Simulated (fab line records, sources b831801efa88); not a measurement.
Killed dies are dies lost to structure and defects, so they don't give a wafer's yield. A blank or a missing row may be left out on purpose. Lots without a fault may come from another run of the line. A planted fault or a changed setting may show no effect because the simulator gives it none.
Which tool did it? | flow sfq_line | 6 lots, 18 wafers sampled, at 5 steps of a route of 325

WHAT THE GAUGES READ, wafer by wafer
SFQ_M1_RS_MEAS_909: measures by four-point-probe.
lot  | measured     | on            | M1_NB_RS (ohm/sq)
L827 | day 10 17:21 | film_metro-04 | 0.902 0.895 0.898
L832 | day 12 02:11 | film_metro-01 | 0.892 0.889 0.890
L834 | day 12 11:10 | film_metro-02 | 0.875 0.879 0.875
L838 | day 13 23:51 | film_metro-02 | 0.875 0.884 0.879
L843 | day 15 08:26 | film_metro-01 | 0.905 0.905 0.901
L847 | day 16 22:39 | film_metro-01 | 0.893 0.884 0.884

WHICH TOOL RAN EACH LOT (tool, then ch and the chambers of the sampled wafers, then the start)
lot  | SFQ_TRILAYER_M0_BARC_OPEN_METAL_ETCH_031 | SFQ_TRILAYER_I0_DEP_PECVD_027   | SFQ_TRILAYER_I0_METRO_MEASURE_029 | SFQ_TRILAYER_M1_DEP_SPUTTER_037
L827 | rie_metal-03 ch 0,1, day 7 06:46         | pecvd-03 ch 0,1,2, day 7 07:56  | film_metro-03, day 7 21:15        | pvd_sputter-06, day 10 17:12
L832 | rie_metal-01 ch 0,1, day 8 21:13         | pecvd-03 ch 0,1,2, day 8 22:10  | film_metro-04, day 9 02:10        | pvd_sputter-03, day 12 02:05
L834 | rie_metal-01 ch 0,1, day 9 05:10         | pecvd-04 ch 1,2, day 9 06:07    | film_metro-03, day 9 09:22        | pvd_sputter-03, day 12 11:05
L838 | rie_metal-04 ch 0,1, day 10 14:46        | pecvd-04 ch 0,1,2, day 10 15:43 | film_metro-02, day 11 02:22       | pvd_sputter-03, day 13 23:46
L843 | rie_metal-03 ch 0,1, day 12 02:52        | pecvd-01 ch 0,1,2, day 12 03:49 | film_metro-04, day 12 08:53       | pvd_sputter-06, day 15 08:20
L847 | rie_metal-04 ch 0,1, day 13 06:44        | pecvd-04 ch 0,1, day 13 07:41   | film_metro-03, day 13 14:53       | pvd_sputter-03, day 16 22:34
- SFQ_TRILAYER_M0_BARC_OPEN_METAL_ETCH_031: etches BARC in O2, target depth 125 nm, time 41.7 s.
- SFQ_TRILAYER_I0_DEP_PECVD_027: deposits SiO2 from SiH4/N2O, time 111.11 s, target thk 500 nm.
- SFQ_TRILAYER_I0_METRO_MEASURE_029
- SFQ_TRILAYER_M1_DEP_SPUTTER_037: material Nb, target thk 200 nm, time 133.3 s.

THE ANSWER, worked out from the rows above alone
Rule: what is usual is taken from the lots themselves. Put in order of their means at a reading, lots are off if they are a third of the lots or fewer, leave a main group of 4 or more, and stand apart from it by a gap of 3 or more times the standard deviation of the main group's means; of several such gaps the widest counts. A main group whose means are all the same, to the digits that the tables above print for the reading, isn't used. A lot without any number at a reading at which 4 lots or more have one is off too. The other lots that the step has rows for count as sound.
No lot is off at any reading shown: from this, nothing can be told.

WHAT THE SIMULATOR HAD PUT IN
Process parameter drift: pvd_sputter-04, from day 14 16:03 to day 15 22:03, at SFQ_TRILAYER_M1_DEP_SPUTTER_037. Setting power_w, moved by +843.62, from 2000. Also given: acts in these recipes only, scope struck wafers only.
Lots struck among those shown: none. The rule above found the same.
